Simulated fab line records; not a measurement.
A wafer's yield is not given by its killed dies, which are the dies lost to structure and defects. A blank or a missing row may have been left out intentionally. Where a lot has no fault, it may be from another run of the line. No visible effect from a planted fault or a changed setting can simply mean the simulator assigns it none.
What tool caused it?    flow sky130    11 lots, 33 wafers sampled, at 4 steps of a route of 708

## WHAT THE GAUGES SHOWED, per wafer
SKY_VIA3_RS_MEAS_22: the measuring method here is four-point-probe.
lot   measured      on             VIA3_W_RS (ohm/sq)
L531  day 39 19:16  film_metro-02  0.294 0.286 0.286
L535  day 41 10:14  film_metro-02  0.290 0.288 0.295
L539  day 42 17:22  film_metro-02  0.300 0.299 0.296
L541  day 42 22:29  film_metro-01  0.295 0.296 0.299
L540  day 43 01:18  film_metro-01  0.291 0.287 0.291
L543  day 43 19:25  film_metro-04  0.288 0.290 0.291
L544  day 43 20:51  film_metro-02  0.285 0.284 0.285
L545  day 44 05:42  film_metro-01  0.293 0.291 0.290
L546  day 44 07:59  film_metro-01  0.289 0.284 0.289
L548  day 46 08:40  film_metro-02  0.295 0.303 0.297
L551  day 46 12:15  film_metro-04  0.292 0.300 0.291

SKY_VIA4_THK_MEAS_01.
lot   measured      on             VIA4_HDPCVD_THK (nm)
L531  day 41 21:12  film_metro-04  1736 1737 1712
L535  day 43 11:59  film_metro-04  1761 1743 1715
L539  day 44 16:40  film_metro-03  1734 1749 1734
L541  day 44 21:56  film_metro-02  1737 1754 1746
L540  day 44 23:38  film_metro-02  1750 1785 1730
L543  day 45 16:21  film_metro-03  1744 2178 1796
L544  day 45 17:54  film_metro-03  1748 1741 1739
L545  day 46 03:17  film_metro-03  1763 1778 2163
L546  day 46 05:47  film_metro-03  1739 1772 2155
L548  day 48 02:49  film_metro-03  1731 1788 1754
L551  day 48 06:27  film_metro-04  1752 1735 1755

## TOOL THAT RAN EACH LOT (tool first, then ch and the chambers of the sampled wafers, then the start)
lot   SKY_METAL3_METAL_ETCH_18           SKY_VIA4_HDPCVD_00
L531  rie_metal-03 ch 0,1, day 38 15:38  hdpcvd-01 ch 1,2, day 41 21:01
L535  rie_metal-03 ch 0,1, day 40 07:28  hdpcvd-02 ch 0,1,2, day 43 11:49
L539  rie_metal-01 ch 0,1, day 41 15:32  hdpcvd-02 ch 0,2, day 44 16:29
L541  rie_metal-01 ch 0,1, day 41 19:53  hdpcvd-01 ch 0,1,2, day 44 21:44
L540  rie_metal-03 ch 0,1, day 41 23:11  hdpcvd-02 ch 0,1,2, day 44 23:28
L543  rie_metal-03 ch 0,1, day 42 17:33  hdpcvd-02 ch 0,1,2, day 45 16:14
L544  rie_metal-01 ch 0,1, day 42 19:17  hdpcvd-01 ch 1,2, day 45 17:43
L545  rie_metal-03 ch 0,1, day 43 04:07  hdpcvd-02 ch 0,1,2, day 46 03:07
L546  rie_metal-01 ch 1, day 43 07:29    hdpcvd-02 ch 0,1,2, day 46 05:36
L548  rie_metal-03 ch 0,1, day 45 10:07  hdpcvd-01 ch 0,1,2, day 48 02:37
L551  rie_metal-03 ch 0,1, day 45 12:47  hdpcvd-01 ch 0,1,2, day 48 06:16
- SKY_METAL3_METAL_ETCH_18: etches the open film in Cl2/BCl3, stops on SiO2, target depth 845 nm, time 183.1 s.
- SKY_VIA4_HDPCVD_00: deposits SiO2, target thk 1750 nm, time 291.7 s.

## WHAT THE TOOLS THEMSELVES READ (means of the sampled wafers that have a number; where no wafer has one, the mark that the record gives instead)
SKY_METAL3_METAL_ETCH_18.
lot   tool          drypump_motor_current_A (A)  he_backside_leak_sccm (sccm)  oes_product_au (a.u.)  rf_fwd_power_W (W)  throttle_valve_pct (%)
L531  rie_metal-03  5.5                          4.1                           0.857                  896.2               22.255
L535  rie_metal-03  5.8                          3.5                           0.865                  894.2               22.262
L539  rie_metal-01  5.9                          3.5                           0.872                  897.3               22.262
L541  rie_metal-01  5.9                          3.4                           0.860                  894.8               22.256
L540  rie_metal-03  5.5                          3.5                           0.863                  894.6               22.259
L543  rie_metal-03  5.8                          3.6                           0.866                  895.8               22.256
L544  rie_metal-01  5.7                          3.3                           0.870                  898.2               22.278
L545  rie_metal-03  5.8                          3.5                           0.869                  894.8               22.270
L546  rie_metal-01  5.5                          3.5                           0.866                  894.4               22.262
L548  rie_metal-03  5.8                          3.6                           0.880                  896.2               22.255
L551  rie_metal-03  5.8                          3.5                           0.859                  896.9               22.257

SKY_VIA4_HDPCVD_00.
lot   tool       run_length_s (s)
L531  hdpcvd-01  320.1
L535  hdpcvd-02  319.6
L539  hdpcvd-02  319.7
L541  hdpcvd-01  319.9
L540  hdpcvd-02  319.9
L543  hdpcvd-02  342.3
L544  hdpcvd-01  319.5
L545  hdpcvd-02  342.9
L546  hdpcvd-02  342.4
L548  hdpcvd-01  319.7
L551  hdpcvd-01  319.4

## THE ANSWER, worked out from the rows above alone
Rule: usual is defined by the lots themselves. Put in order of their means at a reading, lots are off if they are a third of the lots or fewer, leave a main group of 4 or more, and stand apart from it by a gap of 3 or more times the standard deviation of the main group's means; of several such gaps the widest counts. Not used: any main group whose means are identical at the precision the tables above print for the reading. Also off: a lot with no number at a reading for which 4 or more lots have one. Any other lot the step has rows for is counted as sound. First the gauges in route order, then the tools' own readings, where a lot's mean is used as printed above. The first step at which some lot is off is used, and at that step the reading that is off furthest; a lot without a number counts as furthest.
Off: L543, L545, L546, seen at SKY_VIA4_THK_MEAS_01 (VIA4_HDPCVD_THK). Mean 1744 nm and standard deviation 8.7 in the main group.
If a tool, at a process step before that reading, ran all the lots that are off and no sound lot after the first of them, it fits. The gauges at SKY_VIA4_THK_MEAS_01 aren't tried: what is off there is off at SKY_VIA4_HDPCVD_00 too, on other tools, and a gauge's error can't cause that. One fits: hdpcvd-02 at SKY_VIA4_HDPCVD_00. Its last sound lot is L540 (day 44 23:28), its first lot that is off L543 (day 45 16:14): a fault that began between those two fits.
On the lots that are off, the tool's own readings at SKY_VIA4_HDPCVD_00 differ by more than 5 times the standard deviation of the sound lots' means, which bears it out; run_length_s reads 342.5 s there versus 319.7 s on the sound lots.

## WHAT THE SIMULATOR PUT IN
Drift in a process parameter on hdpcvd-02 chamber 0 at SKY_VIA4_HDPCVD_00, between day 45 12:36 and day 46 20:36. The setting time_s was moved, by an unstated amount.
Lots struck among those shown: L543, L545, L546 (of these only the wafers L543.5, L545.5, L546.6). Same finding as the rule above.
